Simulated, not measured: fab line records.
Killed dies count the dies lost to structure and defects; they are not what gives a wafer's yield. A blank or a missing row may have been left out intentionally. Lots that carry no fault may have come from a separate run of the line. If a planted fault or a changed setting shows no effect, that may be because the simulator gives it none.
fab line records    flow gf180mcu    part 2 of 2: steps 33 to 42 of 42
record lots=5  wafers=15  last_day=34
route steps=602 shown M2@362 V2@382
lots that met no fault: taken from a fault-free run of the same line
start_h: start of the lot's first displayed wafer, in hours after the record's first day    wait_h: time in hours since the lot's previous step    " as in the row above    L1.1+2: a single row standing in for several wafers    - no value, or no start was given    * or withheld: withheld    < > ~ a bound
route shown NAME@n: NAME is a module with steps in the file, n the number in the route of the first one    usual: mean/standard deviation taken from wafers without a fault    same: alike in all rows    chamber/n: place in a boat    sites: each site's reading    _std_site: their standard deviation    _edge_site: mean of outer sites minus mean of inner sites    radius_mm: for every site, how far away it sits from the centre of the wafer    mask NAME#n: copy n    behind: the tool/chamber that last shaped the wafer    hold: what put the lot on hold/how long, in hours/how the hold closed    device: whichever transistor did not switch (one of n, p or np)    end of line: the route-end tests of the same wafers    a step with no rows: only its recipe    killed: at the first sort, the dies lost to defects and structure; wafer yield is something else    map: per-die view of a wafer (x killed, . not killed, _ where there is no die)
set.NAME: setting as actually run; set.NAME@STEP: the setting as run at that earlier step    model.NAME: the simulator's own value behind a step, which no gauge read
lots seen at some steps along the route; tables by step, rows by wafer
services: from which hour (start_h, from the record's first day; less than 0 if before it) a tool's chamber was out of use, for how many hours, and why
## steps
# step GF_V2_PEB_12
# recipe peb_temp_c=135  peb_time_s=90  resist=KrF
lot.wafer   tool            chamber  start_h  wait_h
L074.1+2+3  litho_track-01  0        -        -
L081.1+5+6  litho_track-02  0        -        -
L086.2+5+6  litho_track-03  0        -        -
L089.3+4+6  litho_track-01  0        -        -
L094.1+3+6  litho_track-01  0        -        -
# step GF_V2_DEVELOP_13
# recipe develop_time_s=60  resist=KrF  dev_temp_c=21
lot.wafer   tool            chamber  start_h  wait_h
L074.1+2+3  litho_track-01  0        459.55   0.2
L081.1+5+6  litho_track-02  0        531.46   0.2
L086.2+5+6  litho_track-03  0        564.48   0.2
L089.3+4+6  litho_track-01  0        589.45   0.1
L094.1+3+6  litho_track-01  0        631.85   0.2
# step GF_V2_CD_MEAS_14
# recipe target_cd_nm=260
# usual cd_nm=260.1/1.2
lot.wafer  tool       chamber  start_h  wait_h  cd_nm
L074.1     cd_sem-01  -        459.70   0.1     259.2
L074.2     "          -        "        "       259.6
L074.3     "          -        "        "       260.1
L081.1     cd_sem-02  -        539.79   8.3     261.2
L081.5     "          -        "        "       260.8
L081.6     "          -        "        "       260.4
L086.2     cd_sem-02  -        564.69   0.2     257.9
L086.5     "          -        "        "       258.0
L086.6     "          -        "        "       258.3
L089.3     cd_sem-02  -        589.61   0.1     259.9
L089.4     "          -        "        "       259.8
L089.6     "          -        "        "       260.3
L094.1     cd_sem-01  -        632.00   0.1     260.3
L094.3     "          -        "        "       262.3
L094.6     "          -        "        "       262.2
# step GF_V2_OVL_MEAS_15
# usual V2_OVL=-1/6.1
lot.wafer  tool        chamber  start_h  wait_h  V2_OVL[nm]
L074.1     overlay-02  -        459.82   0.1     1
L074.2     "           -        "        "       -6
L074.3     "           -        "        "       -2
L081.1     overlay-01  -        539.91   0.1     8
L081.5     "           -        "        "       5
L081.6     "           -        "        "       14
L086.2     overlay-01  -        564.79   0.1     -9
L086.5     "           -        "        "       -5
L086.6     "           -        "        "       -11
L089.3     overlay-01  -        589.70   0.1     -10
L089.4     "           -        "        "       -6
L089.6     "           -        "        "       -13
L094.1     overlay-01  -        632.12   0.1     -10
L094.3     "           -        "        "       -7
L094.6     "           -        "        "       0
# step GF_V2_ETCH_16
# recipe chemistry=N2/H2  target_depth_a=withheld  overetch_a=withheld  time_s=withheld  target=BARC  ion_energy_ev=200  source_w=500  bias_w=100  pressure_mtorr=30  n2_flow_sccm=100  h2_flow_sccm=200
# usual drypump_motor_current_A=5.7/0.39  oes_product_au=0.854/0.0048  throttle_valve_pct=13.225/0.01
lot.wafer  tool         chamber  start_h  wait_h  drypump_motor_current_A  oes_product_au  throttle_valve_pct
L074.1     rie_diel-02  1        459.86   0.0     5.5                      0.851           13.231
L074.2     "            0        "        "       5.8                      0.845           13.233
L074.3     "            2        "        "       5.9                      0.846           13.209
L081.1     rie_diel-02  3        539.94   0.0     5.6                      0.863           13.228
L081.5     "            1        "        "       5.5                      0.853           13.233
L081.6     "            0        "        "       5.8                      0.849           13.234
L086.2     rie_diel-04  1        564.82   0.0     4.9                      0.853           13.227
L086.5     "            0        "        "       6.1                      0.861           13.210
L086.6     "            3        "        "       6.0                      0.858           13.245
L089.3     rie_diel-02  0        589.72   0.0     5.8                      0.852           13.220
L089.4     "            2        "        "       5.8                      0.854           13.224
L089.6     "            0        "        "       5.8                      0.854           13.239
L094.1     rie_diel-02  3        632.15   0.0     5.6                      0.858           13.228
L094.3     "            0        "        "       5.8                      0.856           13.218
L094.6     "            0        "        "       5.8                      0.851           13.231
# step GF_V2_ETCH_17
# recipe chemistry=C4F8/O2/Ar  mask_material=KrF  target=SiO2  stop_on=TiN  source_w=1500  bias_w=1200  pressure_mtorr=40  c4f8_flow_sccm=withheld  O2_flow_sccm=6  Ar_flow_sccm=300  time_s=withheld  target_depth_a=6300
# usual oes_product_au=0.855/0.0046
lot.wafer  tool         chamber  start_h  wait_h  oes_product_au
L074.1     rie_diel-02  1        -        -       0.858
L074.2     "            0        "        "       0.854
L074.3     "            2        "        "       0.861
L081.1     rie_diel-02  3        -        -       0.857
L081.5     "            1        "        "       0.848
L081.6     "            0        "        "       0.863
L086.2     rie_diel-04  1        -        -       0.852
L086.5     "            0        "        "       0.850
L086.6     "            3        "        "       0.852
L089.3     rie_diel-02  0        -        -       0.863
L089.4     "            2        "        "       0.843
L089.6     "            0        "        "       0.850
L094.1     rie_diel-02  3        -        -       0.860
L094.3     "            0        "        "       0.859
L094.6     "            0        "        "       0.858
# step GF_V2_STRIP_18
# recipe chemistry=O2/N2  power_w=1400  pressure_mtorr=1500  platen_temp_c=250  o2_flow_sccm=3000  n2_flow_sccm=300  overash_fraction=0.5
# usual drypump_motor_current_A=5.9/0.48  heater_power_w=363/39  oes_product_au=0.592/0.0048
# same overash_fraction=0.5
lot.wafer  tool             chamber  start_h  wait_h  drypump_motor_current_A  heater_power_w  oes_product_au  rf_hours_counter_h
L074.1     plasma_asher-02  0        459.98   -       6.4                      416             0.596           36
L074.2     "                1        "        "       5.4                      372             0.591           36
L074.3     "                0        "        "       6.4                      416             0.596           -
L081.1     plasma_asher-02  1        540.07   -       5.3                      364             0.592           44
L081.5     "                0        "        "       6.4                      411             0.584           -
L081.6     "                1        "        "       5.4                      368             0.598           -
L086.2     plasma_asher-01  1        564.95   -       6.1                      310             0.595           90
L086.5     "                0        "        "       6.4                      332             0.591           -
L086.6     "                1        "        "       6.1                      307             0.595           -
L089.3     plasma_asher-03  1        589.89   -       5.8                      361             0.596           -
L089.4     "                0        "        "       5.3                      297             0.594           -
L089.6     "                1        "        "       5.8                      359             0.589           -
L094.1     plasma_asher-02  0        632.28   -       6.5                      415             0.590           57
L094.3     "                0        "        "       6.4                      412             0.587           -
L094.6     "                0        "        "       6.4                      408             0.588           -
# step GF_V2_STRIP_19
# recipe chemistry=post_etch_residue_remover  time_s=1200  temp_c=72.5
# usual bath_heat_duty_pct=14.4/1.3
lot.wafer  tool          chamber  start_h  wait_h  bath_heat_duty_pct
L074.1     wet_bench-04  2        460.08   0.1     11.6
L074.2     "             2        "        "       12.5
L074.3     "             2        "        "       11.3
L081.1     wet_bench-02  2        540.17   0.1     16.0
L081.5     "             2        "        "       15.7
L081.6     "             2        "        "       16.0
L086.2     wet_bench-02  0        565.05   0.1     14.8
L086.5     "             0        "        "       14.0
L086.6     "             0        "        "       15.0
L089.3     wet_bench-01  1        589.95   0.0     14.0
L089.4     "             1        "        "       14.2
L089.6     "             1        "        "       12.8
L094.1     wet_bench-04  3        632.38   0.1     16.5
L094.3     "             3        "        "       15.0
L094.6     "             3        "        "       15.3
# step GF_V2_CLEAN_20
# recipe chemistry=DIW  dry=n2_spin
lot.wafer   tool          chamber  start_h  wait_h
L074.1+2+3  wet_bench-02  2        460.77   0.0
L081.1+5+6  wet_bench-04  3        540.51   0.0
L086.2+5+6  wet_bench-01  1        565.74   0.0
L089.3+4+6  wet_bench-04  0        590.29   0.0
L094.1+3+6  wet_bench-01  0        632.72   0.0
# step GF_V2_SPUTTER_21
# recipe material=Ti  target_thk_nm=15  chamber_pressure_pa=5  power_w=2500  substrate_temp_c=200  time_s=80.02
# usual throttle_valve_pct=29.7/0.84
lot.wafer  tool            chamber  start_h  wait_h  throttle_valve_pct
L074.1     pvd_sputter-04  -        460.86   0.0     29.9
L074.2     "               -        "        "       30.2
L074.3     "               -        "        "       30.7
L081.1     pvd_sputter-01  -        540.61   0.0     30.8
L081.5     "               -        "        "       29.4
L081.6     "               -        "        "       28.4
L086.2     pvd_sputter-01  -        565.84   0.0     28.5
L086.5     "               -        "        "       29.2
L086.6     "               -        "        "       28.6
L089.3     pvd_sputter-01  -        590.39   0.0     29.3
L089.4     "               -        "        "       30.9
L089.6     "               -        "        "       29.2
L094.1     pvd_sputter-01  -        632.82   0.0     30.9
L094.3     "               -        "        "       29.0
L094.6     "               -        "        "       28.6
## services
tool             chamber  start_h  hours  kind
krf_scanner-01   -        389.29   4.4    pm
krf_scanner-01   -        394.58   4.8    repair
plasma_asher-02  -        402.05   3.9    repair
krf_scanner-02   -        404.58   1.3    pm
krf_scanner-02   -        416.63   4.4    pm
pvd_sputter-02   -        429.28   6.2    repair
rie_diel-02      -        442.60   0.5    repair
krf_scanner-02   -        448.37   0.8    pm
plasma_asher-02  -        451.09   2.6    repair
pvd_sputter-02   -        455.66   4.7    repair
wet_bench-02     -        462.38   1.5    repair
pvd_sputter-04   -        481.48   4.3    repair
krf_scanner-02   -        485.99   1.0    pm
krf_scanner-01   -        490.36   1.0    pm
rie_diel-02      1        497.25   5.0    repair
rie_diel-02      0        504.20   6.3    repair
krf_scanner-01   -        508.68   1.3    pm
krf_scanner-01   -        527.43   0.7    repair
krf_scanner-01   -        533.04   0.8    pm
rie_diel-02      -        547.75   14.6   pm
pvd_sputter-04   -        562.72   5.7    repair
rie_diel-02      3        568.66   5.1    repair
krf_scanner-01   -        582.10   4.0    pm
rie_diel-02      0        618.29   1.4    repair
